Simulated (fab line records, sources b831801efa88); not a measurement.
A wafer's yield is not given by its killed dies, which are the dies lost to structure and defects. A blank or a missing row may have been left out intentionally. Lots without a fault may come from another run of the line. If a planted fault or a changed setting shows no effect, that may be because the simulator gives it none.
A lot that was struck, set against a sound lot    flow sky130    15 steps out of a route of 708
Sound: the wafers L220.1, L220.3, L220.5. Wafers struck: L225.1, L225.4, L225.6. The cause is given at the end.
Each step with rows lists, per side, the tool, then ch with its chambers, then its first start. Under that, the readings that differ: sound wafers    struck wafers    difference of the means    sigmas: that difference in standard deviations of wafers without a fault.
alike: readings with means less than 2 such deviations apart, plus words and numbers identical on both sides. not compared: withheld readings, readings lacking a value on some wafer, bounds such as >300 that could conceal the same value, and numbers that have no deviation in the record and whose values overlap.
Wherever a step has rows on one side only, a row that says differs or no value, or a row with sigmas, the two part there. When numbers do not overlap yet have no deviation, they are printed without sigmas and do not part them. A reading missing from all wafers of one side parts the sides only when that side holds two or more wafers.

first, 5 steps without rows for these wafers: SKY_LI_CONTACT_COAT_07 (resist thk 450 nm); SKY_LI_CONTACT_SOFTBAKE_08 (time 90 s); SKY_LI_CONTACT_EXPOSE_09 (exposes mask LICM1, target cd 170 nm); SKY_LI_CONTACT_PEB_10; SKY_LI_CONTACT_DEVELOP_11 (develop time 60 s).
SKY_LI_CONTACT_CD_MEAS_12 targets a cd of 170 nm.
  sound: cd-sem-02 at day 30 10:51; struck: cd-sem-02 at day 31 18:59
  alike: cd-nm
SKY_LI_CONTACT_OVL_MEAS_13:
  sound: overlay-02 at day 30 10:58; struck: overlay-01 at day 31 19:06
reading              sound       struck   difference  sigmas
LI_CONTACT_OVL (nm)  -17 -12 -7  -4 -2 0  +10         +2
SKY_LI_CONTACT_ETCH_14: etches BARC in N2/H2, stops on SiO2, time 45.9 s, target depth 60 nm.
  sound on rie-diel-04 ch 2,3, day 30 11:00; struck on rie-diel-03 ch 0,2, day 31 19:08
  alike: drypump-motor-current-A, oes-product-au, throttle-valve-pct
  not compared: rf-hours-counter-h
SKY_LI_CONTACT_ETCH_15: etches PSG in C4F8/O2/Ar, stops on Si, target depth 600 nm.
  sound on rie-diel-04 ch 2,3, day 30 11:04; struck on rie-diel-03 ch 0,2, day 31 19:11
  alike: oes-product-au
SKY_LI_CONTACT_STRIP_16: strips in O2/N2.
  sound on plasma-asher-02 ch 1, day 30 11:12; struck on plasma-asher-01 ch 0,1, day 31 19:16
reading                       sound              struck             difference  sigmas
strip-time-to-endpoint-s (s)  3.546 3.539 3.554  3.461 3.474 3.462  -0.081      -3
  alike: drypump-motor-current-A, oes-product-au
  not compared: rf-hours-counter-h
then, 2 steps without rows for these wafers: SKY_LI_CONTACT_CLEAN_17 (cleans in NMP, time 600 s); SKY_LI_CONTACT_PRE_CLEAN_18 (time 5.6 s).
SKY_LI_CONTACT_SPUTTER_19: material Ti, target thk 20 nm, time 106.37 s.
  sound: pvd-sputter-04 at day 30 11:29; struck: pvd-sputter-02 at day 31 19:34
  no value came back on the struck wafers for cathode-dc-power-W (W), chamber-pressure-pa (Pa), throttle-valve-pct (%); on the sound wafers cathode-dc-power-W (W) reads 2499.7 2499.8 2500.0
SKY_LI_CONTACT_SPUTTER_20: material TiN, target thk 20 nm, time 80 s.
  sound: pvd-sputter-04 at day 30 11:34; struck: pvd-sputter-02 at day 31 19:38
  alike: cathode-dc-power-W, chamber-pressure-pa, throttle-valve-pct
-- record jumps: 16 days separate the struck wafers' starts on either side; left off in module LI_CONTACT, taken up again in module PAD_OPEN, whose first shown step is the route's number 708 --
SKY_PAD_OPEN_PROBE_99:
  sound: prober-02 at day 46 17:09; struck: prober-01 at day 47 19:26
reading             sound     struck       difference  sigmas
killed-at-contacts  24 27 25  444 426 434  +409        +77
killed-dies         81 86 89  492 492 492  +407        +43
killed-on-rim       16 23 19  96 96 96     +77         +20
  alike: killed_at_M0_to_M3, killed_at_M4_up, killed-at-front-end, killed-at-other, killed-open, killed-short

## WHERE THEY PART
At SKY_LI_CONTACT_OVL_MEAS_13 first; at SKY_PAD_OPEN_PROBE_99 last (within this record only).

WHY: the cause the simulator had injected
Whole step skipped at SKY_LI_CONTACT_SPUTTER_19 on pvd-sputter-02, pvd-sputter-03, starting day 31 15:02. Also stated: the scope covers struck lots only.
